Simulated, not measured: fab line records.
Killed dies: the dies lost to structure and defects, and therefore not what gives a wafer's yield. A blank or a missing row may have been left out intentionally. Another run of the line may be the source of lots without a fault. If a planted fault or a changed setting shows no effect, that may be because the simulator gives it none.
Which tool is to blame? -- flow gf180mcu -- 15 lots, 45 wafers sampled, at 5 steps of a route of 602

## WHAT THE GAUGES READ, wafer by wafer
GF_LVPWELL_OVL_MEAS_07. Usual: LVPWELL_OVL gives -0.2 nm (standard deviation 1.2).
lot,measured,on,LVPWELL_OVL (nm),flag
L144,day 3 20:55,overlay-02,1.0 -0.3 -1.0,
L146,day 4 06:49,overlay-01,0.4 -0.6 -1.2,
L147,day 4 13:55,overlay-01,-1.4 -0.7 -1.8,
L148,day 4 21:27,overlay-01,0.7 0.2 1.8,
L149,day 5 02:50,overlay-02,1.2 1.4 -0.4,
L150,day 5 06:20,overlay-01,1.6 2.3 0.0,
L153,day 6 00:18,overlay-02,0.0 -0.2 0.7,
L154,day 6 02:07,overlay-01,1.8 1.5 -0.3,
L156,day 6 15:31,overlay-01,-1.7 -2.0 -2.0,
L158,day 7 06:42,overlay-02,0.6 0.6 0.7,
L159,day 7 18:16,overlay-01,0.9 0.6 1.1,
L160,day 7 19:03,overlay-01,-1.0 0.2 -0.3,
L161,day 8 04:19,overlay-02,-2.5 -1.7 -0.8,
L162,day 8 07:29,overlay-02,-0.4 -0.1 -1.1,
L163,day 8 12:28,overlay-02,1.3 1.0 0.9,

GF_VT_IMPLANT_TW_MEAS_32. Usual: VT_IMPLANT_3_TW gives 268.8 (standard deviation 2.4).
lot,measured,on,VT_IMPLANT_3_TW,flag
L144,day 6 17:24,film-metro-04,269.1 268.9 269.6,
L146,day 7 04:37,film-metro-01,272.3 271.2 271.6,
L147,day 7 17:49,film-metro-02,265.6 265.1 266.3,
L148,day 7 22:55,film-metro-04,268.6 268.6 269.9,
L149,day 8 14:11,film-metro-01,270.2 269.5 269.2,
L150,day 8 14:43,film-metro-01,270.9 268.6 270.8,
L153,day 9 10:21,film-metro-04,270.2 270.0 270.3,
L154,day 9 11:18,film-metro-02,265.7 266.1 265.6,
L156,day 10 01:55,film-metro-02,267.4 265.6 267.5,
L158,day 10 22:05,film-metro-04,269.5 269.9 269.9,
L159,day 11 10:05,film-metro-04,270.5 270.1 269.4,
L160,day 11 12:00,film-metro-04,523.0 520.9 525.6,OFF
L161,day 11 23:18,film-metro-04,524.1 523.2 523.1,OFF
L162,day 12 01:37,film-metro-01,523.6 526.2 528.5,OFF
L163,day 12 08:01,film-metro-01,527.6 524.9 528.2,OFF

GF_NSD_OVL_MEAS_08. Usual: NSD_OVL gives 0.4 nm (standard deviation 1.4).
lot,measured,on,NSD_OVL (nm),flag
L144,day 13 02:43,overlay-01,-0.6 2.6 0.4,
L146,day 13 15:23,overlay-01,-1.7 -1.3 -1.2,
L147,day 14 07:31,overlay-02,2.0 1.3 1.2,
L148,day 14 14:01,overlay-02,2.2 2.0 2.2,
L149,day 15 16:24,overlay-02,0.2 -0.8 -1.1,
L150,day 15 16:38,overlay-02,-0.1 2.2 1.7,
L153,day 16 15:14,overlay-02,-1.7 -1.2 -1.8,
L154,day 16 15:53,overlay-01,0.9 1.4 0.8,
L156,day 17 08:36,overlay-02,0.5 1.4 2.3,
L158,day 18 10:25,overlay-02,-1.7 -3.2 -2.1,
L159,day 19 01:38,overlay-01,0.2 -1.3 -1.3,

GF_CONTACT_BOW_MEAS_05. Usual: CONTACT_BOW gives 64 um (standard deviation 7).
lot,measured,on,CONTACT_BOW (um),flag
L144,day 14 22:33,film-metro-03,60 57 64,
L146,day 15 12:11,film-metro-03,61 48 66,
L147,day 16 04:20,film-metro-02,70 70 68,
L148,day 16 11:49,film-metro-02,64 80 64,
L149,day 17 15:43,film-metro-02,58 66 64,
L150,day 17 16:28,film-metro-01,70 63 63,
L153,day 18 15:52,film-metro-03,60 55 62,
L154,day 18 16:08,film-metro-01,68 65 76,
L156,day 19 09:54,film-metro-02,73 67 62,
L158,day 20 14:05,film-metro-01,67 63 69,
L159,day 21 03:58,film-metro-02,58 60 62,

## EACH LOT AND THE TOOL THAT RAN IT (in order: tool; ch and the chambers of the sampled wafers; start)
lot,GF_VT_IMPLANT_IMPLANT_30
L144,"implanter-04 ch 0, day 6 17:10"
L146,"implanter-04 ch 0, day 7 04:22"
L147,"implanter-03 ch 0, day 7 17:34"
L148,"implanter-01 ch 0, day 7 22:41"
L149,"implanter-03 ch 0, day 8 13:59"
L150,"implanter-03 ch 0, day 8 14:30"
L153,"implanter-04 ch 0, day 9 10:07"
L154,"implanter-03 ch 0, day 9 11:03"
L156,"implanter-03 ch 0, day 10 01:41"
L158,"implanter-03 ch 0, day 10 21:50"
L159,"implanter-04 ch 0, day 11 09:50"
L160,"implanter-03 ch 0, day 11 11:46"
L161,"implanter-04 ch 0, day 11 23:03"
L162,"implanter-04 ch 0, day 12 01:23"
L163,"implanter-04 ch 0, day 12 07:47"
- GF_VT_IMPLANT_IMPLANT_30

## WHAT THE TOOLS THEMSELVES READ (means of the sampled wafers that have a number; where no wafer has one, the mark that the record gives instead)
The record holds no such reading with a usual standard deviation.

## THE ANSWER, worked out from the rows above alone
Rule: a lot is off if the mean of its wafers that have a number lies more than 3 standard deviations from the usual mean. A lot without any number at a reading at which 4 lots or more have one is off too. Any other lot the step has rows for is counted as sound. The gauges are gone through in route order, then the tools' own readings, and for those a lot's mean is taken as printed above. The first step at which some lot is off is used, and at that step the reading that is off furthest; a lot without a number counts as furthest.
Off: at GF_VT_IMPLANT_TW_MEAS_32 (VT_IMPLANT_3_TW), L160, L161, L162, L163.
A tool fits if, at a process step before that reading, it ran every lot that is off, and no sound lot after the first of them. The gauges at GF_VT_IMPLANT_TW_MEAS_32 are tried like those tools. No candidate that was tried fits.

## WHAT THE SIMULATOR HAD INSERTED
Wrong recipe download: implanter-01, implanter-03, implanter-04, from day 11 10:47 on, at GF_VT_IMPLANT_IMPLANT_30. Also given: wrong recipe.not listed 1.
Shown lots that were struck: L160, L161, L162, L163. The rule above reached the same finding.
